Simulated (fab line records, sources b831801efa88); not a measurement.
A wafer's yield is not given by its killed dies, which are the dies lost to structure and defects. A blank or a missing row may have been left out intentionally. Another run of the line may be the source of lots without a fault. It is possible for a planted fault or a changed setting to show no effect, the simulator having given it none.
fab line records	flow sky130
record lots=12	wafers=36	last_day=50
route steps=708 shown DNWELL@43 PWDE@52 NWELL@77 VT_ADJUST_HVTP@95 PAD_OPEN@708
lots that met no fault: taken from a fault-free run of the same line
start_h: the number of hours between the record's first day and the start of the first shown wafer of the lot	wait_h: hours from the lot's prior step to this one	" the same as in the row above	L1.1+2: a single row standing in for several wafers	- either no value or no given start	* or withheld: withheld	< > ~ a bound
route shown NAME@n: names a module that has steps shown in the file, with the first one's number in the route	usual: the fault-free wafers' mean and standard deviation	same: alike in all rows	chamber/n: place in a boat	sites: each site's reading	_std_site: the values' standard deviation	_edge_site: mean of outer sites minus mean of inner sites	radius_mm: for every site, how far away it sits from the centre of the wafer	mask NAME#n: copy n	behind: the last tool/chamber to shape the wafer	hold: cause of the lot's hold/its duration in hours/its outcome	device: the n, p or np transistor that did not switch	end of line: tests of these same wafers at the route's end	where a step has no rows: the recipe by itself	killed: dies lost to structure and defects at the first sort, not the wafer's yield	map: shows each die of a wafer: x if killed, . if not, _ if none is there
set.NAME: the run value of the setting; set.NAME@STEP: its run value at that earlier step	model.NAME: the simulator's own value behind a step, which no gauge read
the route's steps for a sample of lots (tables are steps, rows are wafers)
services: from which hour (start_h, from the record's first day; less than 0 if before it) a tool's chamber was out of use, for how many hours, and why
## steps
# step SKY_DNWELL_STRIP_08
# recipe chemistry=O2/N2	power_w=1400	pressure_mtorr=1500	platen_temp_c=withheld	o2_flow_sccm=3000	n2_flow_sccm=300	overash_fraction=0.5
# usual drypump_motor_current_A=6.0/0.56	oes_product_au=0.722/0.0046	strip_time_to_endpoint_s=36.97/0.11
lot.wafer	tool	chamber	start_h	wait_h	drypump_motor_current_A	oes_product_au	rf_hours_counter_h	strip_time_to_endpoint_s
L207.1	plasma_asher-03	1	54.89	0.1	6.3	0.715	38	37.02
L207.4	"	0	"	"	5.6	0.728	-	37.04
L207.6	"	0	"	"	5.6	0.717	-	37.02
L208.3	plasma_asher-03	0	58.37	0.1	5.6	0.722	-	37.00
L208.4	"	1	"	"	6.3	0.722	-	36.82
L208.5	"	1	"	"	6.3	0.716	-	36.87
L211.4	plasma_asher-04	0	72.84	0.1	5.2	0.721	-	36.87
L211.5	"	1	"	"	6.8	0.720	-	36.91
L211.6	"	0	"	"	5.2	0.727	-	36.92
L212.2	plasma_asher-01	1	80.94	0.1	6.4	0.720	41	37.10
L212.5	"	1	"	"	6.4	0.724	-	36.99
L212.6	"	0	"	"	6.3	0.720	-	36.98
L213.1	plasma_asher-04	0	86.35	0.1	5.2	0.724	41	36.85
L213.2	"	1	"	"	6.8	0.726	41	36.76
L213.4	"	1	"	"	6.8	0.724	-	36.79
L214.1	plasma_asher-03	0	87.05	0.1	5.7	0.720	41	37.01
L214.2	"	1	"	"	6.4	0.721	41	37.13
L214.6	"	1	"	"	6.4	0.725	-	37.06
L218.2	plasma_asher-04	1	106.54	0.1	6.7	0.733	43	36.99
L218.3	"	0	"	"	5.2	0.733	-	37.09
L218.4	"	1	"	"	6.8	0.719	-	37.23
L219.1	plasma_asher-03	1	148.84	0.1	6.3	0.718	48	37.06
L219.2	"	0	"	"	5.7	0.714	48	37.04
L219.5	"	0	"	"	5.7	0.719	-	37.11
L220.1	plasma_asher-03	0	150.44	0.1	5.7	0.721	48	36.99
L220.2	"	1	"	"	6.3	0.720	48	36.88
L220.3	"	0	"	"	5.7	0.720	-	36.95
L225.1	plasma_asher-03	0	156.60	0.1	5.6	0.718	48	36.84
L225.2	"	1	"	"	6.4	0.712	48	36.95
L225.3	"	1	"	"	6.4	0.725	-	36.91
L226.1	plasma_asher-04	0	159.15	0.1	5.2	0.720	49	36.77
L226.3	"	0	"	"	5.2	0.721	-	36.77
L226.6	"	1	"	"	6.8	0.718	-	36.80
L229.1	plasma_asher-04	1	173.34	0.1	6.8	0.724	50	36.85
L229.5	"	0	"	"	5.2	0.721	-	36.92
L229.6	"	1	"	"	6.8	0.727	-	36.80
# step SKY_PWDE_OVL_MEAS_07
# usual PWDE_OVL=1.5/1.3
lot.wafer	tool	chamber	start_h	wait_h	PWDE_OVL[nm]
L207.1	overlay-02	-	70.45	-	2.1
L207.4	"	-	"	"	1.7
L207.6	"	-	"	"	4.0
L208.3	overlay-01	-	73.95	-	2.4
L208.4	"	-	"	"	2.9
L208.5	"	-	"	"	2.4
L211.4	overlay-01	-	88.67	-	0.6
L211.5	"	-	"	"	2.0
L211.6	"	-	"	"	1.3
L212.2	overlay-02	-	96.49	-	0.8
L212.5	"	-	"	"	2.6
L212.6	"	-	"	"	3.7
L213.1	overlay-01	-	101.29	-	1.6
L213.2	"	-	"	"	0.8
L213.4	"	-	"	"	2.1
L214.1	overlay-01	-	101.89	-	1.8
L214.2	"	-	"	"	3.1
L214.6	"	-	"	"	2.1
L218.2	overlay-02	-	125.75	-	0.9
L218.3	"	-	"	"	1.2
L218.4	"	-	"	"	-0.4
L219.1	overlay-01	-	168.10	-	2.0
L219.2	"	-	"	"	1.3
L219.5	"	-	"	"	3.1
L220.1	overlay-01	-	169.99	-	-0.3
L220.2	"	-	"	"	-1.7
L220.3	"	-	"	"	0.4
L225.1	overlay-01	-	176.44	-	1.5
L225.2	"	-	"	"	2.5
L225.3	"	-	"	"	2.7
L226.1	overlay-01	-	179.64	-	1.7
L226.3	"	-	"	"	-0.1
L226.6	"	-	"	"	0.1
L229.1	overlay-02	-	194.49	-	0.0
L229.5	"	-	"	"	1.8
L229.6	"	-	"	"	-0.1
# step SKY_NWELL_IMPLANT_24
# recipe species=B	energy_kev=140	dose_cm2=9.2e+12	tilt_deg=withheld
# usual dose_ions_cm2=9.201e+12/9.4e+09	faraday_current_uA=51.9/0.91
lot.wafer	tool	chamber	start_h	wait_h	dose_ions_cm2	faraday_current_uA
L207.1	implanter-02	0	101.57	0.0	9.194e+12	51.6
L207.4	"	0	"	"	9.196e+12	51.3
L207.6	"	0	"	"	9.205e+12	53.0
L208.3	implanter-03	0	104.84	0.1	9.182e+12	51.4
L208.4	"	0	"	"	9.193e+12	52.0
L208.5	"	0	"	"	9.196e+12	51.8
L211.4	implanter-04	0	123.35	0.1	9.214e+12	53.1
L211.5	"	0	"	"	9.192e+12	51.9
L211.6	"	0	"	"	9.219e+12	52.0
L212.2	implanter-03	0	131.22	0.0	9.212e+12	51.5
L212.5	"	0	"	"	9.183e+12	51.1
L212.6	"	0	"	"	9.185e+12	51.8
L213.1	implanter-04	0	137.03	0.0	9.196e+12	50.8
L213.2	"	0	"	"	9.204e+12	52.6
L213.4	"	0	"	"	9.208e+12	51.4
L214.1	implanter-02	0	137.68	0.0	9.195e+12	52.4
L214.2	"	0	"	"	9.202e+12	51.9
L214.6	"	0	"	"	9.203e+12	52.2
L218.2	implanter-03	0	164.27	0.0	3.929e+13	215.0
L218.3	"	0	"	"	3.9282e+13	215.1
L218.4	"	0	"	"	3.9282e+13	231.3
L219.1	implanter-03	0	210.49	0.0	3.9292e+13	217.6
L219.2	"	0	"	"	3.9286e+13	222.0
L219.5	"	0	"	"	3.9302e+13	227.8
L220.1	implanter-04	0	212.53	0.0	9.211e+12	52.5
L220.2	"	0	"	"	9.194e+12	52.7
L220.3	"	0	"	"	9.207e+12	53.2
L225.1	implanter-02	0	218.63	0.0	9.183e+12	51.2
L225.2	"	0	"	"	9.195e+12	53.1
L225.3	"	0	"	"	9.209e+12	52.1
L226.1	implanter-02	0	223.87	0.0	9.211e+12	52.6
L226.3	"	0	"	"	9.214e+12	51.1
L226.6	"	0	"	"	9.216e+12	52.2
L229.1	implanter-02	0	239.62	0.0	9.185e+12	52.1
L229.5	"	0	"	"	9.198e+12	50.8
L229.6	"	0	"	"	9.197e+12	51.5
# step SKY_NWELL_TW_MEAS_26
# usual NWELL_2_TW=502/6
lot.wafer	tool	chamber	start_h	wait_h	NWELL_2_TW
L207.1	film_metro-02	-	101.82	0.1	492
L207.4	"	-	"	"	490
L207.6	"	-	"	"	491
L208.3	film_metro-04	-	105.06	0.1	509
L208.4	"	-	"	"	510
L208.5	"	-	"	"	514
L211.4	film_metro-02	-	123.56	0.1	498
L211.5	"	-	"	"	496
L211.6	"	-	"	"	497
L212.2	film_metro-04	-	131.45	0.1	508
L212.5	"	-	"	"	507
L212.6	"	-	"	"	506
L213.1	film_metro-01	-	137.28	0.1	499
L213.2	"	-	"	"	494
L213.4	"	-	"	"	495
L214.1	film_metro-04	-	137.93	0.1	505
L214.2	"	-	"	"	509
L214.6	"	-	"	"	505
L218.2	film_metro-04	-	164.50	0.1	809
L218.3	"	-	"	"	804
L218.4	"	-	"	"	807
L219.1	film_metro-04	-	210.74	0.1	795
L219.2	"	-	"	"	800
L219.5	"	-	"	"	798
L220.1	film_metro-02	-	212.78	0.1	502
L220.2	"	-	"	"	497
L220.3	"	-	"	"	498
L225.1	film_metro-02	-	218.88	0.1	499
L225.2	"	-	"	"	498
L225.3	"	-	"	"	501
L226.1	film_metro-04	-	224.12	0.1	505
L226.3	"	-	"	"	508
L226.6	"	-	"	"	506
L229.1	film_metro-01	-	239.87	0.1	500
L229.5	"	-	"	"	502
L229.6	"	-	"	"	499
# step SKY_VT_ADJUST_HVTP_STRIP_10
# recipe chemistry=O2/N2	power_w=1400	pressure_mtorr=1500	platen_temp_c=withheld	o2_flow_sccm=3000	n2_flow_sccm=300	overash_fraction=0.5
# usual drypump_motor_current_A=6.11/0.27	oes_product_au=0.715/0.0046	strip_time_to_endpoint_s=14.19/0.033
lot.wafer	tool	chamber	start_h	wait_h	drypump_motor_current_A	oes_product_au	rf_hours_counter_h	strip_time_to_endpoint_s
L207.1	plasma_asher-02	1	121.10	0.1	6.18	0.715	27	14.23
L207.4	"	0	"	"	5.84	0.715	-	14.28
L207.6	"	0	"	"	5.84	0.719	-	14.21
L208.3	plasma_asher-03	1	124.39	0.1	6.32	0.717	-	14.20
L208.4	"	0	"	"	5.69	0.729	-	14.22
L208.5	"	1	"	"	6.33	0.714	-	14.23
L211.4	plasma_asher-02	0	142.54	0.1	5.81	0.714	-	14.13
L211.5	"	1	"	"	6.16	0.711	-	14.17
L211.6	"	0	"	"	5.84	0.706	-	14.13
L212.2	plasma_asher-01	1	150.76	0.1	6.39	0.712	3	14.20
L212.5	"	1	"	"	6.41	0.714	-	14.22
L212.6	"	0	"	"	6.28	0.726	-	14.19
L213.1	plasma_asher-02	0	157.06	0.1	5.81	0.721	31	14.19
L213.2	"	1	"	"	6.17	0.712	31	14.15
L213.4	"	1	"	"	6.17	0.715	-	14.16
L214.1	plasma_asher-01	0	157.35	0.1	6.26	0.718	4	14.25
L214.2	"	1	"	"	6.41	0.725	4	14.20
L214.6	"	1	"	"	6.38	0.714	-	14.20
L218.2	plasma_asher-02	0	184.76	0.1	5.84	0.713	34	14.18
L218.3	"	0	"	"	5.87	0.711	-	14.13
L218.4	"	1	"	"	6.17	0.719	-	14.14
L219.1	plasma_asher-03	1	233.36	0.1	6.37	0.723	56	14.15
L219.2	"	0	"	"	5.65	0.712	56	14.17
L219.5	"	1	"	"	6.34	0.712	-	14.14
L220.1	plasma_asher-02	0	235.61	0.1	5.83	0.719	39	14.19
L220.2	"	1	"	"	6.18	0.715	39	14.17
L220.3	"	1	"	"	6.17	0.723	-	14.22
L225.1	plasma_asher-01	1	242.31	0.1	6.43	0.726	12	14.22
L225.2	"	0	"	"	6.32	0.716	12	14.21
L225.3	"	1	"	"	6.42	0.713	-	14.20
L226.1	plasma_asher-03	1	246.70	0.1	6.36	0.709	57	14.21
L226.3	"	1	"	"	6.33	0.713	-	14.19
L226.6	"	1	"	"	6.36	0.715	-	14.18
L229.1	plasma_asher-01	1	264.01	0.1	6.39	0.719	14	14.19
L229.5	"	1	"	"	6.38	0.708	-	14.18
L229.6	"	0	"	"	6.22	0.708	-	14.18
# step SKY_PAD_OPEN_PROBE_99
# usual killed_at_M0_to_M3=43/7.3	killed_at_M4_up=3.4/1.7	killed_at_contacts=24/4.5	killed_at_front_end=16/4.4	killed_at_other=0.2/0.51	killed_dies=86/9.7	killed_open=46/6.6	killed_short=39/7.1
# same gross_dies=492	killed_at_back_side=0
lot.wafer	tool	chamber	start_h	wait_h	killed_at_M0_to_M3	killed_at_M4_up	killed_at_contacts	killed_at_front_end	killed_at_other	killed_dies	killed_open	killed_short
L207.1	prober-02	-	1072.78	0.1	34	4	33	19	1	91	53	37
L207.4	prober-02	-	1072.93	0.2	35	7	27	24	1	94	55	38
L207.6	prober-02	-	1073.03	0.2	45	5	24	20	1	95	55	39
L208.3	prober-02	-	1077.65	0.2	41	2	25	11	0	79	43	36
L208.4	prober-02	-	1077.70	0.2	48	3	20	16	0	87	48	39
L208.5	prober-02	-	1077.75	0.2	34	5	41	15	0	95	60	35
L211.4	prober-01	-	1095.22	0.2	41	2	25	15	0	83	51	32
L211.5	prober-01	-	1095.27	0.2	50	3	27	17	0	97	54	43
L211.6	prober-01	-	1095.32	0.2	51	3	24	13	0	91	51	40
L212.2	prober-01	-	1101.59	0.1	39	3	24	19	0	85	46	38
L212.5	prober-01	-	1101.74	0.2	40	0	19	11	0	70	40	30
L212.6	prober-01	-	1101.79	0.2	40	4	31	17	0	92	51	41
L214.1	prober-01	-	1106.73	0.1	51	3	22	7	0	83	45	38
L214.2	prober-01	-	1106.78	0.1	44	6	26	11	0	87	52	35
L214.6	prober-01	-	1106.98	0.2	47	7	21	23	0	98	59	39
L213.1	prober-01	-	1109.56	0.1	45	2	31	18	3	99	51	48
L213.2	prober-01	-	1109.61	0.1	34	1	16	20	0	71	44	27
L213.4	prober-01	-	1109.71	0.2	51	3	28	14	0	96	54	42
L218.2	prober-01	-	1139.22	0.1	37	6	20	19	0	82	38	43
L218.3	prober-01	-	1139.27	0.2	34	2	26	14	0	76	46	30
L218.4	prober-01	-	1139.32	0.2	39	4	26	19	0	88	50	38
L219.1	prober-01	-	1175.43	0.1	40	3	24	13	0	80	39	40
L219.2	prober-01	-	1175.48	0.1	37	2	34	17	1	91	44	46
L219.5	prober-01	-	1175.63	0.2	36	2	27	13	1	79	36	42
L220.1	prober-01	-	1180.46	0.1	49	3	14	23	1	90	44	46
L220.2	prober-01	-	1180.51	0.1	40	1	20	18	0	79	44	35
L220.3	prober-01	-	1180.56	0.2	59	1	20	18	0	98	51	47
L225.1	prober-01	-	1185.29	0.1	41	5	23	18	0	87	51	36
L225.2	prober-01	-	1185.34	0.1	45	2	17	6	0	70	42	28
L225.3	prober-01	-	1185.39	0.2	40	1	22	23	1	87	42	45
L226.1	prober-01	-	1186.39	0.1	44	5	28	19	0	96	53	43
L226.3	prober-01	-	1186.49	0.2	37	4	21	10	0	72	39	32
L226.6	prober-01	-	1186.64	0.2	46	4	23	13	0	86	55	31
L229.1	prober-01	-	1197.57	0.1	39	4	30	8	0	81	38	43
L229.5	prober-01	-	1197.77	0.2	34	2	27	3	0	66	39	27
L229.6	prober-01	-	1197.82	0.2	40	2	21	13	0	76	45	31
# killed by level:class
L207.1 LI_CONTACT:geometric_particle:open=13 VIA1:geometric_particle:open=9 METAL2:geometric_particle:short=9 CONTACT:geometric_particle:short=6 FIELD_ISO:geometric_particle:open=5 CONTACT:geometric_particle:open=5 VIA2:geometric_particle:open=5 LOCAL_INTERCONNECT:geometric_particle:short=4
L207.4 LI_CONTACT:geometric_particle:open=11 FIELD_ISO:geometric_particle:open=9 CONTACT:geometric_particle:open=8 POLY_GATE:geometric_particle:short=6 METAL2:geometric_particle:short=6 METAL1:geometric_particle:short=5 VIA1:geometric_particle:open=5 FIELD_ISO:geometric_particle:short=4
L207.6 VIA2:geometric_particle:open=10 VIA1:geometric_particle:open=8 VIA3:geometric_particle:open=7 FIELD_ISO:geometric_particle:short=6 LI_CONTACT:geometric_particle:open=6 CONTACT:geometric_particle:open=6 CONTACT:geometric_particle:short=5 VIA2:geometric_particle:short=5
L208.3 CONTACT:geometric_particle:short=9 VIA1:geometric_particle:open=9 VIA2:geometric_particle:open=7 VIA3:geometric_particle:open=7 LOCAL_INTERCONNECT:geometric_particle:short=6 CONTACT:geometric_particle:open=5 METAL1:geometric_particle:short=5 FIELD_ISO:geometric_particle:open=4
L208.4 VIA1:geometric_particle:open=12 CONTACT:geometric_particle:open=9 METAL2:geometric_particle:short=8 VIA3:geometric_particle:open=6 METAL1:geometric_particle:short=5 CONTACT:geometric_particle:short=5 VIA1:geometric_particle:short=5 VIA2:geometric_particle:open=5
L208.5 CONTACT:geometric_particle:open=15 LI_CONTACT:geometric_particle:open=12 VIA1:geometric_particle:open=9 CONTACT:geometric_particle:short=6 VIA2:geometric_particle:open=6 LI_CONTACT:geometric_particle:short=5 FIELD_ISO:geometric_particle:open=4 METAL2:geometric_particle:short=4
L211.4 CONTACT:geometric_particle:open=9 VIA3:geometric_particle:open=9 VIA2:geometric_particle:open=9 LI_CONTACT:geometric_particle:open=7 VIA1:geometric_particle:open=6 METAL2:geometric_particle:short=6 FIELD_ISO:geometric_particle:open=5 POLY_GATE:geometric_particle:short=5
L211.5 VIA1:geometric_particle:open=13 LI_CONTACT:geometric_particle:open=8 VIA3:geometric_particle:open=8 CONTACT:geometric_particle:short=7 CONTACT:geometric_particle:open=7 METAL2:geometric_particle:short=6 VIA2:geometric_particle:short=5 VIA2:geometric_particle:open=5
L211.6 VIA1:geometric_particle:open=12 VIA3:geometric_particle:open=10 VIA2:geometric_particle:open=9 CONTACT:geometric_particle:open=7 LI_CONTACT:geometric_particle:open=6 POLY_GATE:geometric_particle:short=5 LI_CONTACT:geometric_particle:short=5 CONTACT:geometric_particle:short=5
L212.2 CONTACT:geometric_particle:open=12 VIA1:geometric_particle:open=7 LI_CONTACT:geometric_particle:open=6 VIA1:geometric_particle:short=6 POLY_GATE:geometric_particle:open=5 CONTACT:geometric_particle:short=5 METAL1:geometric_particle:short=5 VIA3:geometric_particle:open=5
L212.5 VIA1:geometric_particle:open=13 CONTACT:geometric_particle:open=8 CONTACT:geometric_particle:short=6 METAL1:geometric_particle:short=5 VIA1:geometric_particle:short=5 LI_CONTACT:geometric_particle:open=4 VIA2:geometric_particle:open=4 METAL2:geometric_particle:short=4
L212.6 CONTACT:geometric_particle:open=10 VIA1:geometric_particle:open=10 LI_CONTACT:geometric_particle:open=8 METAL1:geometric_particle:short=6 VIA3:geometric_particle:open=5 LI_CONTACT:geometric_particle:short=4 CONTACT:geometric_particle:short=4 METAL2:geometric_particle:short=4
L214.1 VIA1:geometric_particle:open=12 CONTACT:geometric_particle:open=9 VIA3:geometric_particle:open=8 VIA2:geometric_particle:open=7 METAL2:geometric_particle:short=6 LI_CONTACT:geometric_particle:open=5 METAL1:geometric_particle:short=5 LI_CONTACT:geometric_particle:short=4
L214.2 CONTACT:geometric_particle:open=11 VIA2:geometric_particle:open=11 VIA1:geometric_particle:open=10 VIA1:geometric_particle:short=7 LI_CONTACT:geometric_particle:open=6 LOCAL_INTERCONNECT:geometric_particle:short=5 METAL1:geometric_particle:short=4 VIA3:geometric_particle:open=4
L214.6 VIA2:geometric_particle:open=11 VIA1:geometric_particle:open=11 CONTACT:geometric_particle:open=9 VIA3:geometric_particle:open=7 METAL4:geometric_particle:short=6 FIELD_ISO:geometric_particle:open=5 METAL3:geometric_particle:short=5 SPACER:geometric_particle:open=4
L213.1 CONTACT:geometric_particle:open=14 VIA2:geometric_particle:open=11 METAL2:geometric_particle:short=8 LI_CONTACT:geometric_particle:open=6 VIA1:geometric_particle:open=6 LOCAL_INTERCONNECT:geometric_particle:short=5 CONTACT:geometric_particle:short=5 FIELD_ISO:geometric_particle:open=4
L213.2 VIA2:geometric_particle:open=9 FIELD_ISO:geometric_particle:short=8 CONTACT:geometric_particle:open=8 FIELD_ISO:geometric_particle:open=5 VIA1:geometric_particle:open=5 LI_CONTACT:geometric_particle:open=4 VIA3:geometric_particle:short=4 POLY_GATE:geometric_particle:open=3
L213.4 VIA1:geometric_particle:open=10 VIA2:geometric_particle:open=10 VIA1:geometric_particle:short=9 CONTACT:geometric_particle:open=8 LI_CONTACT:geometric_particle:open=7 METAL2:geometric_particle:short=6 LI_CONTACT:geometric_particle:short=5 CONTACT:geometric_particle:short=5
L218.2 VIA2:geometric_particle:open=8 LI_CONTACT:geometric_particle:open=7 VIA3:geometric_particle:open=7 FIELD_ISO:geometric_particle:short=6 METAL1:geometric_particle:short=6 POLY_GATE:geometric_particle:short=5 CONTACT:geometric_particle:open=5 METAL2:geometric_particle:short=5
L218.3 CONTACT:geometric_particle:open=9 VIA1:geometric_particle:open=9 LI_CONTACT:geometric_particle:open=7 CONTACT:geometric_particle:short=6 VIA2:geometric_particle:open=6 VIA3:geometric_particle:open=6 POLY_GATE:geometric_particle:short=4 METAL2:geometric_particle:short=4
L218.4 VIA1:geometric_particle:open=14 CONTACT:geometric_particle:open=10 CONTACT:geometric_particle:short=6 VIA3:geometric_particle:open=6 FIELD_ISO:geometric_particle:short=5 FIELD_ISO:geometric_particle:open=5 POLY_GATE:geometric_particle:short=5 VIA3:geometric_particle:short=5
L219.1 CONTACT:geometric_particle:open=10 VIA1:geometric_particle:open=9 METAL1:geometric_particle:short=7 METAL2:geometric_particle:short=7 LI_CONTACT:geometric_particle:open=5 VIA2:geometric_particle:open=5 POLY_GATE:geometric_particle:short=4 FIELD_ISO:geometric_particle:open=3
L219.2 CONTACT:geometric_particle:open=8 VIA1:geometric_particle:open=8 LOCAL_INTERCONNECT:geometric_particle:short=7 CONTACT:geometric_particle:short=7 METAL2:geometric_particle:short=6 POLY_GATE:geometric_particle:short=5 LI_CONTACT:geometric_particle:open=5 VIA2:geometric_particle:open=5
L219.5 CONTACT:geometric_particle:open=10 CONTACT:geometric_particle:short=8 METAL2:geometric_particle:short=8 METAL3:geometric_particle:short=7 LI_CONTACT:geometric_particle:open=6 VIA3:geometric_particle:open=5 POLY_GATE:geometric_particle:short=4 VIA1:geometric_particle:open=4
L220.1 FIELD_ISO:geometric_particle:open=9 VIA1:geometric_particle:open=7 VIA1:geometric_particle:short=7 VIA2:geometric_particle:open=7 VIA3:geometric_particle:open=6 LI_CONTACT:geometric_particle:open=5 VIA2:geometric_particle:short=5 METAL3:geometric_particle:short=5
L220.2 VIA1:geometric_particle:open=10 FIELD_ISO:geometric_particle:open=9 CONTACT:geometric_particle:open=9 METAL2:geometric_particle:short=7 FIELD_ISO:geometric_particle:short=6 VIA2:geometric_particle:open=6 LI_CONTACT:geometric_particle:open=4 VIA2:geometric_particle:short=4
L220.3 VIA1:geometric_particle:open=20 METAL1:geometric_particle:short=8 LI_CONTACT:geometric_particle:open=7 CONTACT:geometric_particle:short=7 VIA2:geometric_particle:open=5 VIA3:geometric_particle:open=5 POLY_GATE:geometric_particle:open=4 METAL2:geometric_particle:short=4
L225.1 VIA1:geometric_particle:open=17 LI_CONTACT:geometric_particle:open=8 CONTACT:geometric_particle:open=7 POLY_GATE:geometric_particle:short=6 VIA1:geometric_particle:short=5 POLY_GATE:geometric_particle:open=4 VIA3:geometric_particle:open=4 FIELD_ISO:geometric_particle:open=3
L225.2 VIA1:geometric_particle:open=13 CONTACT:geometric_particle:open=9 METAL2:geometric_particle:short=6 VIA2:geometric_particle:open=6 VIA1:geometric_particle:short=5 VIA3:geometric_particle:open=5 METAL1:geometric_particle:short=4 LOCAL_INTERCONNECT:geometric_particle:short=3
L225.3 VIA1:geometric_particle:open=12 CONTACT:geometric_particle:open=7 FIELD_ISO:geometric_particle:open=6 POLY_GATE:geometric_particle:open=6 VIA1:geometric_particle:short=6 CONTACT:geometric_particle:short=5 POLY_GATE:geometric_particle:short=5 METAL2:geometric_particle:short=5
L226.1 VIA1:geometric_particle:open=12 VIA2:geometric_particle:open=9 LI_CONTACT:geometric_particle:open=8 CONTACT:geometric_particle:short=8 POLY_GATE:geometric_particle:open=6 VIA3:geometric_particle:open=6 CONTACT:geometric_particle:open=6 FIELD_ISO:geometric_particle:short=4
L226.3 CONTACT:geometric_particle:open=11 VIA1:geometric_particle:open=9 VIA1:geometric_particle:short=6 VIA3:geometric_particle:open=6 VIA2:geometric_particle:open=5 POLY_GATE:geometric_particle:short=4 LI_CONTACT:geometric_particle:open=4 CONTACT:geometric_particle:short=4
L226.6 VIA1:geometric_particle:open=11 LI_CONTACT:geometric_particle:open=9 VIA1:geometric_particle:short=7 VIA2:geometric_particle:open=7 VIA3:geometric_particle:open=6 CONTACT:geometric_particle:open=5 FIELD_ISO:geometric_particle:open=4 METAL1:geometric_particle:short=4
L229.1 CONTACT:geometric_particle:short=9 LI_CONTACT:geometric_particle:open=8 CONTACT:geometric_particle:open=8 METAL2:geometric_particle:short=8 VIA2:geometric_particle:open=7 VIA1:geometric_particle:open=6 METAL1:geometric_particle:short=5 FIELD_ISO:geometric_particle:short=4
L229.5 LI_CONTACT:geometric_particle:open=7 CONTACT:geometric_particle:open=7 VIA1:geometric_particle:open=7 VIA2:geometric_particle:open=6 LI_CONTACT:geometric_particle:short=5 VIA3:geometric_particle:open=4 LOCAL_INTERCONNECT:geometric_particle:short=3 METAL1:geometric_particle:short=3
L229.6 LI_CONTACT:geometric_particle:open=10 VIA1:geometric_particle:open=9 CONTACT:geometric_particle:open=7 FIELD_ISO:geometric_particle:short=5 POLY_GATE:geometric_particle:open=5 METAL1:geometric_particle:short=5 VIA1:geometric_particle:short=5 VIA3:geometric_particle:open=5
## services
tool	chamber	start_h	hours	kind
implanter-02	-	39.85	3.3	pm
implanter-03	-	52.65	0.9	repair
implanter-04	-	62.00	3.8	pm
implanter-04	-	68.32	13.3	repair
implanter-04	-	80.62	21.5	repair
plasma_asher-01	-	105.80	2.4	repair
plasma_asher-01	-	108.75	9.0	pm
plasma_asher-01	0	108.75	9.0	vent_cycle
plasma_asher-01	1	108.75	9.0	vent_cycle
plasma_asher-02	-	116.00	1.9	repair
plasma_asher-01	0	117.75	-	clean
plasma_asher-01	1	117.75	-	clean
plasma_asher-01	-	129.77	3.5	repair
plasma_asher-02	-	164.29	3.3	repair
implanter-03	-	170.77	1.7	repair
plasma_asher-04	-	196.80	0.9	repair
implanter-04	-	230.71	1.2	repair
plasma_asher-04	-	242.77	28.1	pm
implanter-02	-	247.87	2.1	repair
implanter-03	-	248.58	2.5	repair
## key
first_sign step=SKY_NWELL_IMPLANT_24	reading=dose_ions_cm2	direction=up	sigmas=99+	usual=*	struck=*
effect step=SKY_NWELL_IMPLANT_24	reading=faraday_current_uA	direction=up	sigmas=99+	usual=51.9	struck=221.5
effect step=SKY_NWELL_TW_MEAS_26	reading=NWELL_2_TW	direction=up	sigmas=50	usual=502	struck=802
met_at SKY_NWELL_IMPLANT_24
struck_lots L218,L219
tester_left_out L218,L219
not_acting_at SKY_DNWELL_STRIP_08,SKY_PWDE_OVL_MEAS_07,SKY_VT_ADJUST_HVTP_STRIP_10
onset_between 131.22 164.27
fault kind=process_parameter_drift	tool=implanter-03	chamber=-	onset_h=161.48	steps=SKY_NWELL_IMPLANT_24	channel=dose_cm2	offset=*	shape=step	end_h=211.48	acts_in=*	stated=*
# tester_left_out: of these lots the tester's yield and bins aren't shown, on N5 and GAA mostly nor the transistor test; their killed dies are dies lost to structure and defects alone, not to doping, threshold or leakage, so they don't give the yield
